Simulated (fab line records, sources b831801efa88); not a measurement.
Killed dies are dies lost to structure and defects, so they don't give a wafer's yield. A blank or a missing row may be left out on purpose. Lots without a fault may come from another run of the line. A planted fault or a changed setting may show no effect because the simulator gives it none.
fab line records | flow sky130
record lots=24 wafers=72 last_day=50
route steps=708 shown METAL1@451 VIA1@480 CAPM@537
lots that met no fault: from a run of the same line without faults
start_h: hours from the record's first day to the start of the lot's first wafer shown | wait_h: hours since the lot's step before | " the same as in the row above | L1.1+2: a row that stands for several wafers | - no value, or no start given | * or withheld: withheld | < > ~ a bound
route shown NAME@n: a module of which the file shows steps, and the number in the route of the first | usual: mean/standard deviation of fault-free wafers | same: alike in all rows | chamber/n: place in a boat | sites: the reading at each site | _std_site: their standard deviation | _edge_site: outer sites' mean less inner sites' | radius_mm: how far each site lies from the wafer's centre | mask NAME#n: copy n | behind: the tool/chamber that last shaped the wafer | hold: why the lot was held/for how many hours/how that ended | device: the transistor (n, p or np) that didn't switch | end of line: the same wafers' tests at the end of the route | a step without rows: its recipe alone | killed: dies lost to structure and defects at the first sort, not the wafer's yield | map: a wafer's dies, x killed, . not, _ none there
set.NAME: the setting as run; set.NAME@STEP: as run at that earlier step | model.NAME: the simulator's own value behind a step, which no gauge read
steps of the route over a sample of lots; a table a step, a row a wafer
services: from which hour (start_h, from the record's first day; less than 0 if before it) a tool's chamber was out of use, for how many hours, and why
## steps
# step SKY_METAL1_DESCUM_17
# recipe chemistry=O2 source_power_w=150 bias_power_w=0 pressure_mtorr=10 temp_c=40 time_s=8
# usual drypump_motor_current_A=5.5/0.41 oes_product_au=0.998/0.011 rf_fwd_power_W=146.9/0.85
# columns lot.wafer tool chamber start_h wait_h drypump_motor_current_A oes_product_au rf_fwd_power_W rf_hours_counter_h
L074.1 rie_metal-01 0 760.85 0.0 5.1 0.996 146.0 9
L074.2 " 0 " " 5.1 0.994 145.5 -
L074.6 " 0 " " 5.1 1.002 146.6 -
L075.2 rie_metal-04 0 765.43 0.0 6.3 1.010 147.6 9
L075.4 " 0 " " 6.3 1.018 147.5 -
L075.5 " 0 " " 6.3 1.009 147.8 -
L076.1 rie_metal-01 1 774.23 0.0 5.6 1.007 148.2 0
L076.5 " 0 " " 5.1 1.002 146.5 -
L076.6 " 1 " " 5.6 0.998 147.8 -
L077.2 rie_metal-04 0 781.30 0.0 6.3 1.002 147.5 10
L077.5 " 0 " " 6.3 1.005 147.3 -
L077.6 " 1 " " 5.1 0.987 146.6 -
L078.3 rie_metal-04 0 792.51 0.0 6.3 0.996 148.2 -
L078.4 " 1 " " 5.1 0.991 146.5 -
L078.6 " 0 " " 6.3 1.001 149.0 -
L079.2 rie_metal-01 1 802.53 0.0 5.6 0.995 148.1 1
L079.3 " 0 " " 5.1 0.990 146.1 -
L079.4 " 1 " " 5.6 1.009 147.8 -
L080.2 rie_metal-02 0 803.75 0.0 5.7 1.006 146.8 13
L080.5 " 1 " " 5.2 1.000 146.6 -
L080.6 " 0 " " 5.7 1.006 146.4 -
L081.1 rie_metal-04 1 818.48 0.0 5.1 0.985 146.9 7
L081.2 " 0 " " 6.3 0.986 146.4 11
L081.6 " 1 " " 5.1 0.987 146.8 -
L082.2 rie_metal-02 0 832.75 0.0 5.7 1.011 147.6 14
L082.4 " 1 " " 5.2 0.999 146.5 -
L082.6 " 1 " " 5.2 1.003 146.0 -
L083.2 rie_metal-01 1 837.28 0.0 5.6 0.991 148.0 2
L083.4 " 1 " " 5.6 0.997 148.4 -
L083.6 " 1 " " 5.6 1.008 148.2 -
L084.2 rie_metal-04 1 843.35 0.0 5.1 0.991 146.3 8
L084.4 " 1 " " 5.1 0.996 146.9 -
L084.6 " 0 " " 6.3 0.994 147.7 -
L085.1 rie_metal-02 1 847.05 0.0 5.3 0.997 146.2 19
L085.4 " 0 " " 5.7 1.011 145.9 -
L085.5 " 1 " " 5.2 1.009 145.6 -
L086.1 rie_metal-04 0 859.35 0.0 6.3 1.000 147.5 12
L086.2 " 1 " " 5.1 0.983 146.0 9
L086.4 " 1 " " 5.1 0.978 146.8 -
L087.3 rie_metal-01 0 867.16 0.0 5.1 0.988 146.7 -
L087.4 " 1 " " 5.6 1.000 148.4 -
L087.6 " 0 " " 5.1 0.995 146.5 -
L088.1 rie_metal-02 0 868.65 0.0 5.7 1.019 146.0 16
L088.4 " 1 " " 5.2 0.986 145.9 -
L088.6 " 1 " " 5.2 0.985 145.8 -
L089.1 rie_metal-02 1 882.38 0.0 5.2 0.978 146.1 1
L089.2 " 0 " " 5.7 1.007 145.9 17
L089.4 " 0 " " 5.7 1.002 146.0 -
L090.2 rie_metal-02 1 887.08 0.0 5.2 0.973 146.8 1
L090.5 " 0 " " 5.7 1.008 146.3 -
L090.6 " 1 " " 5.2 0.975 146.2 -
L091.2 rie_metal-02 1 894.80 0.0 5.2 0.983 146.6 1
L091.3 " 1 " " 5.3 0.979 146.4 -
L091.4 " 0 " " 5.7 1.009 146.2 -
L092.1 rie_metal-02 1 897.55 0.0 5.3 0.979 146.4 2
L092.3 " 1 " " 5.2 0.986 146.3 -
L092.4 " 0 " " 5.7 1.004 146.5 -
L094.2 rie_metal-01 0 917.28 0.0 5.1 1.007 147.5 15
L094.4 " 0 " " 5.1 1.005 146.3 -
L094.6 " 0 " " 5.1 0.991 146.5 -
L093.4 rie_metal-01 0 919.76 0.0 5.1 1.001 147.0 -
L093.5 " 1 " " 5.6 1.005 148.2 -
L093.6 " 0 " " 5.1 0.994 146.3 -
L095.3 rie_metal-04 0 920.13 0.0 6.3 1.007 147.9 -
L095.4 " 1 " " 5.1 0.997 146.8 -
L095.5 " 1 " " 5.1 0.990 146.4 -
L096.4 rie_metal-01 0 926.56 0.0 5.1 1.012 146.2 -
L096.5 " 0 " " 5.1 1.004 146.1 -
L096.6 " 1 " " 5.6 0.999 148.2 -
L097.3 rie_metal-02 0 931.56 0.0 5.7 0.997 145.5 -
L097.4 " 1 " " 5.2 0.986 147.0 -
L097.5 " 1 " " 5.2 0.968 146.6 -
# step SKY_VIA1_RS_MEAS_22
# recipe thk_meas_gauge=four-point-probe reads=W_of_VIA1_CVD_21+TiN_of_VIA1_SPUTTER_20
# usual VIA1_W_RS=0.429/0.0041
# columns lot.wafer tool chamber start_h wait_h VIA1_W_RS[ohm/sq]
L074.1 film_metro-03 - 789.71 0.1 0.432
L074.2 " - " " 0.429
L074.6 " - " " 0.431
L075.2 film_metro-03 - 794.23 0.1 0.425
L075.4 " - " " 0.434
L075.5 " - " " 0.426
L076.1 film_metro-01 - 802.64 0.1 0.434
L076.5 " - " " 0.433
L076.6 " - " " 0.432
L077.2 film_metro-01 - 810.61 0.1 0.434
L077.5 " - " " 0.427
L077.6 " - " " 0.430
L078.3 film_metro-03 - 821.00 0.1 0.428
L078.4 " - " " 0.426
L078.6 " - " " 0.430
L079.2 film_metro-02 - 831.88 0.1 0.427
L079.3 " - " " 0.429
L079.4 " - " " 0.432
L080.2 film_metro-03 - 832.80 0.1 0.428
L080.5 " - " " 0.431
L080.6 " - " " 0.430
L081.1 film_metro-03 - 846.92 0.1 0.432
L081.2 " - " " 0.437
L081.6 " - " " 0.432
L082.2 film_metro-03 - 860.85 0.1 0.422
L082.4 " - " " 0.425
L082.6 " - " " 0.424
L083.2 film_metro-02 - 864.90 0.1 0.426
L083.4 " - " " 0.438
L083.6 " - " " 0.432
L084.2 film_metro-01 - 872.15 0.1 0.435
L084.4 " - " " 0.431
L084.6 " - " " 0.435
L085.1 film_metro-02 - 875.63 0.1 0.430
L085.4 " - " " 0.431
L085.5 " - " " 0.430
L086.1 film_metro-02 - 887.13 0.1 0.433
L086.2 " - " " 0.428
L086.4 " - " " 0.430
L087.3 film_metro-01 - 895.28 0.1 0.427
L087.4 " - " " 0.429
L087.6 " - " " 0.426
L088.1 film_metro-03 - 896.67 0.1 0.429
L088.4 " - " " 0.429
L088.6 " - " " 0.435
L089.1 film_metro-01 - 910.31 0.1 0.423
L089.2 " - " " 0.432
L089.4 " - " " 0.417
L090.2 film_metro-02 - 914.96 0.1 0.432
L090.5 " - " " 0.428
L090.6 " - " " 0.428
L091.2 film_metro-01 - 922.69 0.1 0.429
L091.3 " - " " 0.430
L091.4 " - " " 0.429
L092.1 film_metro-01 - 924.48 0.1 0.430
L092.3 " - " " 0.428
L092.4 " - " " 0.422
L094.2 film_metro-02 - 943.91 0.1 0.428
L094.4 " - " " 0.435
L094.6 " - " " 0.425
L093.4 film_metro-02 - 946.89 0.1 0.418
L093.5 " - " " 0.427
L093.6 " - " " 0.417
L095.3 film_metro-03 - 947.64 0.1 0.425
L095.4 " - " " 0.429
L095.5 " - " " 0.421
L096.4 film_metro-01 - 952.59 0.1 0.432
L096.5 " - " " 0.428
L096.6 " - " " 0.429
L097.3 film_metro-03 - 958.47 0.1 0.431
L097.4 " - " " 0.431
L097.5 " - " " 0.426
# step SKY_VIA1_CMP_24
# recipe stop_on=SiO2 t_overpolish_s=15 down_force_psi=3.5 platen_rpm=60 target_thk_nm=0 pad_velocity_m_s=0.94248
# usual motor_current_A=11.2/0.81 overpolish_run_s=14.999/0.0094 retaining_ring_pressure_frac=1.001/0.0047 time_to_endpoint_s=64/3.6
# columns lot.wafer tool chamber start_h wait_h motor_current_A overpolish_run_s retaining_ring_pressure_frac time_to_endpoint_s
L074.1 cmp-02 1 789.89 0.1 10.9 14.998 1.005 65
L074.2 " 2 " " 9.5 14.999 1.002 66
L074.6 " 1 " " 10.9 14.992 1.006 64
L075.4 cmp-02 2 794.39 0.0 9.5 15.004 1.001 66
L075.2 " 3 " " 10.6 14.975 1.003 66
L075.5 " 3 " " 10.2 15.011 1.000 67
L076.1 cmp-02 2 802.92 0.1 9.6 15.006 1.000 66
L076.5 " 0 " " 11.7 15.012 0.994 60
L076.6 " 1 " " 11.0 14.997 1.003 67
L077.2 cmp-02 3 810.77 0.0 9.8 15.000 1.008 61
L077.5 " 3 " " 10.2 14.991 1.004 63
L077.6 " 0 " " 12.3 14.987 1.005 57
L078.3 cmp-02 1 821.24 0.1 11.2 15.009 1.001 65
L078.4 " 2 " " 9.2 15.001 1.005 65
L078.6 " 0 " " 11.6 14.989 1.002 59
L079.4 cmp-01 0 832.04 0.0 10.7 15.004 1.005 63
L079.3 " 1 " " 11.7 15.003 0.996 65
L079.2 " 3 " " 12.2 15.019 1.000 67
L080.2 cmp-02 3 832.96 0.0 10.7 14.999 0.996 61
L080.5 " 3 " " 9.9 15.004 0.994 60
L080.6 " 0 " " 12.1 15.009 0.999 52
L081.1 cmp-01 2 847.10 0.1 11.5 14.996 0.997 65
L081.2 " 1 " " 11.9 15.001 1.014 61
L081.6 " 3 " " 12.4 14.986 1.003 65
L082.4 cmp-02 1 861.01 0.0 11.4 14.985 0.995 62
L082.2 " 3 " " 10.8 14.987 1.001 64
L082.6 " 1 " " 10.8 14.999 1.003 60
L083.4 cmp-01 3 865.11 0.1 11.4 14.998 1.008 64
L083.2 " 0 " " 11.4 15.007 1.004 63
L083.6 " 3 " " 12.1 15.002 1.010 66
L084.4 cmp-01 3 872.87 0.6 11.6 14.983 0.997 70
L084.2 " 0 " " 10.6 14.996 1.000 64
L084.6 " 2 " " 12.0 14.997 0.996 66
L085.1 cmp-01 2 875.81 0.1 12.1 15.009 0.998 68
L085.4 " 1 " " 11.7 14.991 0.998 67
L085.5 " 3 " " 12.1 14.994 1.001 70
L086.2 cmp-02 0 887.31 0.0 11.3 15.007 0.997 59
L086.1 " 1 " " 11.2 15.024 1.006 68
L086.4 " 2 " " 9.5 14.991 1.003 65
L087.3 cmp-01 0 895.47 0.1 11.1 15.016 0.999 68
L087.4 " 2 " " 12.0 14.988 0.992 67
L087.6 " 0 " " 11.6 15.001 1.010 67
L088.4 cmp-02 2 897.07 0.2 9.8 14.991 1.002 64
L088.1 " 3 " " 10.5 14.986 1.002 64
L088.6 " 1 " " 11.8 15.013 1.000 61
L089.1 cmp-02 3 910.49 0.1 10.6 15.009 0.996 66
L089.2 " 0 " " 12.2 14.989 1.004 58
L089.4 " 2 " " 9.9 14.983 0.998 68
L090.2 cmp-01 3 915.29 0.2 12.2 14.986 1.002 68
L090.5 " 1 " " 12.2 15.006 1.000 66
L090.6 " 2 " " 11.7 15.006 1.001 64
L091.2 cmp-02 1 922.90 0.1 11.4 15.001 1.001 70
L091.3 " 2 " " 9.0 14.983 0.994 71
L091.4 " 3 " " 10.6 14.995 1.003 65
L092.1 cmp-01 2 924.66 0.1 11.8 15.003 1.012 65
L092.3 " 3 " " 11.8 14.993 1.008 68
L092.4 " 0 " " 10.7 14.992 1.007 66
L094.4 cmp-01 0 944.07 0.0 11.4 14.991 0.995 61
L094.2 " 3 " " 12.3 14.992 1.007 67
L094.6 " 1 " " 11.5 14.986 0.999 60
L093.4 cmp-01 0 947.19 0.2 10.7 15.016 1.009 67
L093.6 " 2 " " 10.9 14.989 0.998 68
L093.5 " 3 " " 11.7 15.006 1.006 67
L095.4 cmp-01 2 947.89 0.1 11.9 14.999 1.002 64
L095.3 " 3 " " 11.8 14.993 1.003 66
L095.5 " 1 " " 11.3 14.996 1.007 63
L096.4 cmp-02 2 953.39 0.7 9.8 14.985 0.997 66
L096.5 " 2 " " 9.7 14.997 0.995 68
L096.6 " 3 " " 10.6 14.995 1.008 66
L097.3 cmp-01 2 958.61 0.0 11.3 14.983 1.001 64
L097.4 " 0 " " 11.2 14.996 1.006 60
L097.5 " 2 " " 11.6 15.020 1.002 65
# step SKY_CAPM_CVD_00
# recipe material=SiO2 target_thk_nm=15.5 temp_c=400 time_s=withheld rf_w=450
# usual heater_power_w=716/76 rf_fwd_power_W=443.0/2.6
# columns lot.wafer tool chamber start_h wait_h heater_power_w rf_fwd_power_W
L074.1 pecvd-03 1 846.73 0.0 709 439.0
L074.2 " 0 " " 637 442.8
L074.6 " 1 " " 700 439.5
L075.2 pecvd-02 0 851.20 0.0 800 444.6
L075.4 " 1 " " 809 445.1
L075.5 " 0 " " 793 443.5
L076.1 pecvd-02 1 860.22 0.0 776 444.3
L076.5 " 0 " " 859 444.1
L076.6 " 2 " " 773 445.2
L077.2 pecvd-04 2 866.64 0.0 691 442.6
L077.5 " 1 " " 659 444.2
L077.6 " 0 " " 758 442.0
L078.3 pecvd-04 0 876.58 0.0 810 446.3
L078.4 " 1 " " 683 442.7
L078.6 " 0 " " 844 445.2
L079.2 pecvd-04 1 887.49 0.0 670 443.7
L079.3 " 2 " " 556 445.4
L079.4 " 2 " " 548 445.2
L080.2 pecvd-03 0 889.65 0.0 716 441.0
L080.5 " 1 " " 650 442.7
L080.6 " 0 " " 719 443.0
L081.1 pecvd-04 0 902.32 0.0 854 441.9
L081.2 " 2 " " 625 442.1
L081.6 " 1 " " 621 444.3
L082.2 pecvd-03 0 916.82 0.0 718 446.3
L082.4 " 1 " " 673 440.1
L082.6 " 0 " " 708 443.8
L083.2 pecvd-02 1 920.09 0.0 799 448.7
L083.4 " 0 " " 853 443.3
L083.6 " 2 " " 793 444.6
L084.2 pecvd-03 2 927.25 0.0 636 440.2
L084.4 " 1 " " 706 441.7
L084.6 " 0 " " 722 444.1
L085.1 pecvd-04 0 930.00 0.0 856 443.8
L085.4 " 2 " " 609 444.9
L085.5 " 0 " " 875 442.0
L086.1 pecvd-02 1 941.28 0.0 726 444.6
L086.2 " 0 " " 772 444.0
L086.4 " 1 " " 741 442.9
L087.3 pecvd-03 0 947.94 0.0 692 446.0
L087.4 " 0 " " 693 444.9
L087.6 " 1 " " 726 440.6
L088.1 pecvd-04 1 952.34 0.0 661 443.9
L088.4 " 1 " " 668 442.6
L088.6 " 0 " " 814 446.3
L089.1 pecvd-03 1 962.83 0.0 752 440.8
L089.2 " 0 " " 675 445.1
L089.4 " 0 " " 674 443.9
L090.2 pecvd-02 1 967.30 0.0 805 444.4
L090.5 " 1 " " 811 445.7
L090.6 " 2 " " 785 443.0
L091.2 pecvd-04 1 974.79 0.0 649 441.5
L091.3 " 2 " " 672 445.6
L091.4 " 0 " " 830 444.9
L092.1 pecvd-03 2 977.91 0.0 657 438.0
L092.3 " 1 " " 752 440.9
L092.4 " 0 " " 610 443.4
L094.2 pecvd-04 2 995.58 0.0 628 444.9
L094.4 " 1 " " 647 443.0
L094.6 " 2 " " 629 445.0
L093.4 pecvd-03 2 997.75 0.0 563 436.5
L093.5 " 0 " " 733 445.9
L093.6 " 1 " " 647 440.2
L095.3 pecvd-02 1 999.04 0.0 701 443.5
L095.4 " 0 " " 751 444.1
L095.5 " 1 " " 702 442.7
L096.4 pecvd-03 0 1004.57 0.0 691 441.1
L096.5 " 2 " " 630 438.6
L096.6 " 1 " " 633 440.7
L097.3 pecvd-02 2 1010.04 0.0 755 446.5
L097.4 " 0 " " 783 446.2
L097.5 " 0 " " 775 442.8
# step SKY_CAPM_SPUTTER_02
# recipe material=TiN target_thk_nm=200 temp_c=300 power_w=6500 time_s=166.7 chamber_pressure_pa=0.4
# usual throttle_valve_pct=30.4/0.91
# columns lot.wafer tool chamber start_h wait_h throttle_valve_pct
L074.1 pvd_sputter-01 - 846.81 0.1 30.7
L074.2 " - " " 29.3
L074.6 " - " " 30.4
L075.2 pvd_sputter-03 - 851.29 0.0 29.6
L075.4 " - " " 30.5
L075.5 " - " " 29.8
L076.1 pvd_sputter-02 - 860.30 0.1 31.1
L076.5 " - " " 29.9
L076.6 " - " " 29.4
L077.2 pvd_sputter-03 - 866.72 0.0 30.7
L077.5 " - " " 29.9
L077.6 " - " " 30.5
L078.3 pvd_sputter-02 - 876.66 0.0 31.4
L078.4 " - " " 29.4
L078.6 " - " " 31.0
L079.2 pvd_sputter-03 - 887.57 0.0 30.3
L079.3 " - " " 30.3
L079.4 " - " " 30.9
L080.2 pvd_sputter-03 - 889.73 0.0 30.7
L080.5 " - " " 30.6
L080.6 " - " " 30.1
L081.1 pvd_sputter-01 - 902.40 0.1 30.2
L081.2 " - " " 29.4
L081.6 " - " " 30.3
L082.2 pvd_sputter-01 - 916.90 0.0 30.6
L082.4 " - " " 30.2
L082.6 " - " " 30.5
L083.2 pvd_sputter-02 - 920.17 0.0 33.1
L083.4 " - " " 29.6
L083.6 " - " " 29.4
L084.2 pvd_sputter-03 - 927.33 0.0 30.5
L084.4 " - " " 30.6
L084.6 " - " " 30.4
L085.1 pvd_sputter-02 - 930.08 0.1 29.8
L085.4 " - " " 29.1
L085.5 " - " " 29.7
L086.1 pvd_sputter-02 - 941.37 0.1 29.6
L086.2 " - " " 29.2
L086.4 " - " " 33.2
L087.3 pvd_sputter-01 - 948.02 0.0 30.3
L087.4 " - " " 30.5
L087.6 " - " " 29.0
L088.1 pvd_sputter-03 - 952.42 0.1 30.6
L088.4 " - " " 29.8
L088.6 " - " " 31.1
L089.1 pvd_sputter-03 - 962.91 0.1 30.4
L089.2 " - " " 30.3
L089.4 " - " " 31.0
L090.2 pvd_sputter-01 - 967.39 0.0 30.3
L090.5 " - " " 30.2
L090.6 " - " " 29.1
L091.2 pvd_sputter-03 - 974.87 0.0 31.1
L091.3 " - " " 30.4
L091.4 " - " " 30.2
L092.1 pvd_sputter-02 - 977.99 0.1 29.4
L092.3 " - " " 33.0
L092.4 " - " " 31.1
L094.2 pvd_sputter-01 - 995.66 0.0 30.2
L094.4 " - " " 29.3
L094.6 " - " " 29.3
L093.4 pvd_sputter-01 - 997.82 0.0 30.6
L093.5 " - " " 30.6
L093.6 " - " " 30.2
L095.3 pvd_sputter-03 - 999.12 0.0 30.8
L095.4 " - " " 30.4
L095.5 " - " " 30.9
L096.4 pvd_sputter-01 - 1004.64 0.0 30.2
L096.5 " - " " 30.6
L096.6 " - " " 30.0
L097.3 pvd_sputter-02 - 1010.12 0.0 29.8
L097.4 " - " " 29.2
L097.5 " - " " 30.0
# step SKY_CAPM_STRIP_14
# recipe chemistry=O2/N2 power_w=1400 pressure_mtorr=1500 platen_temp_c=withheld o2_flow_sccm=3000 n2_flow_sccm=300 overash_fraction=0.5
# usual drypump_motor_current_A=5.9/0.35 oes_product_au=0.710/0.0047 strip_time_to_endpoint_s=12.64/0.055
# columns lot.wafer tool chamber start_h wait_h drypump_motor_current_A oes_product_au rf_hours_counter_h strip_time_to_endpoint_s
L074.1 plasma_asher-02 0 872.55 0.1 5.5 0.710 76 12.67
L074.2 " 1 " " 6.2 0.710 76 12.72
L074.6 " 1 " " 6.1 0.717 - 12.69
L075.2 plasma_asher-02 0 876.84 0.1 5.5 0.706 76 12.70
L075.4 " 0 " " 5.5 0.708 - 12.65
L075.5 " 1 " " 6.1 0.710 - 12.68
L076.1 plasma_asher-01 0 886.63 0.1 5.8 0.713 107 12.67
L076.5 " 1 " " 5.2 0.708 - 12.62
L076.6 " 0 " " 5.7 0.714 - 12.59
L077.2 plasma_asher-02 1 892.51 0.1 6.1 0.707 78 12.73
L077.5 " 1 " " 6.1 0.702 - 12.70
L077.6 " 0 " " 5.5 0.709 - 12.69
L078.3 plasma_asher-04 0 901.74 0.1 6.3 0.707 - 12.62
L078.4 " 1 " " 5.9 0.720 - 12.60
L078.6 " 0 " " 6.3 0.713 - 12.56
L079.2 plasma_asher-02 1 913.21 0.1 6.1 0.709 80 12.67
L079.3 " 1 " " 6.2 0.708 - 12.66
L079.4 " 0 " " 5.5 0.712 - 12.63
L080.2 plasma_asher-04 0 915.33 0.1 6.2 0.715 18 12.74
L080.5 " 1 " " 5.9 0.707 - 12.80
L080.6 " 0 " " 6.3 0.709 - 12.77
L081.1 plasma_asher-01 0 927.41 0.1 5.8 0.706 111 12.66
L081.2 " 1 " " 5.2 0.716 111 12.71
L081.6 " 0 " " 5.8 0.712 - 12.66
L082.2 plasma_asher-01 0 941.55 0.1 5.8 0.709 112 12.61
L082.4 " 0 " " 5.8 0.712 - 12.63
L082.6 " 0 " " 5.8 0.704 - 12.63
L083.2 plasma_asher-04 1 944.78 0.1 5.9 0.707 21 12.69
L083.4 " 0 " " 6.2 0.715 - 12.74
L083.6 " 0 " " 6.3 0.705 - 12.69
L084.2 plasma_asher-04 0 951.05 0.1 6.2 0.713 22 12.68
L084.4 " 1 " " 5.9 0.705 - 12.68
L084.6 " 0 " " 6.3 0.707 - 12.63
L085.1 plasma_asher-02 0 953.76 0.1 5.5 0.715 84 12.61
L085.4 " 0 " " 5.5 0.709 - 12.66
L085.5 " 0 " " 5.5 0.710 - 12.63
L086.1 plasma_asher-02 1 964.98 0.1 6.1 0.716 85 12.54
L086.2 " 0 " " 5.5 0.709 85 12.59
L086.4 " 1 " " 6.1 0.713 - 12.62
L087.3 plasma_asher-04 1 972.32 0.1 5.9 0.706 - 12.64
L087.4 " 0 " " 6.2 0.712 - 12.63
L087.6 " 0 " " 6.3 0.716 - 12.60
L088.1 plasma_asher-04 1 976.11 0.1 5.9 0.714 24 12.62
L088.4 " 0 " " 6.3 0.710 - 12.61
L088.6 " 0 " " 6.2 0.710 - 12.63
L089.1 plasma_asher-02 1 986.94 0.1 6.1 0.712 87 12.66
L089.2 " 0 " " 5.5 0.703 87 12.63
L089.4 " 0 " " 5.5 0.711 - 12.62
L090.2 plasma_asher-04 1 990.14 0.1 5.9 0.707 26 12.60
L090.5 " 0 " " 6.2 0.706 - 12.63
L090.6 " 1 " " 5.9 0.713 - 12.62
L091.2 plasma_asher-04 1 998.34 0.1 5.9 0.701 26 12.65
L091.3 " 0 " " 6.2 0.704 - 12.63
L091.4 " 1 " " 5.9 0.706 - 12.66
L092.1 plasma_asher-04 0 1001.46 0.1 6.3 0.703 27 12.63
L092.3 " 1 " " 5.9 0.716 - 12.58
L092.4 " 0 " " 6.3 0.717 - 12.59
L094.2 plasma_asher-01 0 1018.91 0.1 5.8 0.706 120 12.56
L094.4 " 1 " " 5.1 0.708 - 12.59
L094.6 " 0 " " 5.8 0.702 - 12.58
L093.4 plasma_asher-01 0 1020.92 0.1 5.8 0.718 - 12.55
L093.5 " 0 " " 5.8 0.712 - 12.58
L093.6 " 1 " " 5.1 0.707 - 12.52
L095.3 plasma_asher-04 1 1022.17 0.1 5.9 0.710 - 12.70
L095.4 " 0 " " 6.2 0.701 - 12.68
L095.5 " 0 " " 6.2 0.706 - 12.70
L096.4 plasma_asher-02 1 1027.39 0.1 6.1 0.718 - 12.53
L096.5 " 0 " " 5.5 0.715 - 12.58
L096.6 " 1 " " 6.1 0.712 - 12.54
L097.3 plasma_asher-02 1 1032.74 0.1 6.2 0.709 - 12.71
L097.4 " 0 " " 5.5 0.710 - 12.66
L097.5 " 1 " " 6.2 0.709 - 12.64
## services
# columns tool chamber start_h hours kind
cmp-01 - 744.09 4.0 pm
pvd_sputter-03 - 747.96 1.7 repair
plasma_asher-04 - 751.71 2.4 repair
cmp-01 - 756.82 1.8 repair
cmp-01 - 765.95 2.9 repair
rie_metal-02 0 769.09 16.7 repair
cmp-02 - 771.56 2.4 repair
plasma_asher-04 - 781.29 1.2 repair
rie_metal-02 0 788.42 5.4 repair
cmp-01 - 834.45 0.3 repair
plasma_asher-02 - 837.41 15.6 pm
cmp-01 - 844.01 0.3 repair
cmp-02 - 853.19 1.0 repair
cmp-02 - 864.23 18.3 repair
cmp-02 - 865.24 13.8 repair
cmp-01 - 882.46 1.7 repair
cmp-01 - 883.39 2.1 repair
cmp-02 - 889.91 6.4 repair
plasma_asher-04 - 893.72 2.8 pm
cmp-01 - 896.32 4.9 pm
cmp-02 - 912.25 4.0 pm
cmp-02 - 941.84 9.8 pm
cmp-02 - 954.89 5.3 pm
cmp-02 - 955.93 1.0 repair
## key
fault none
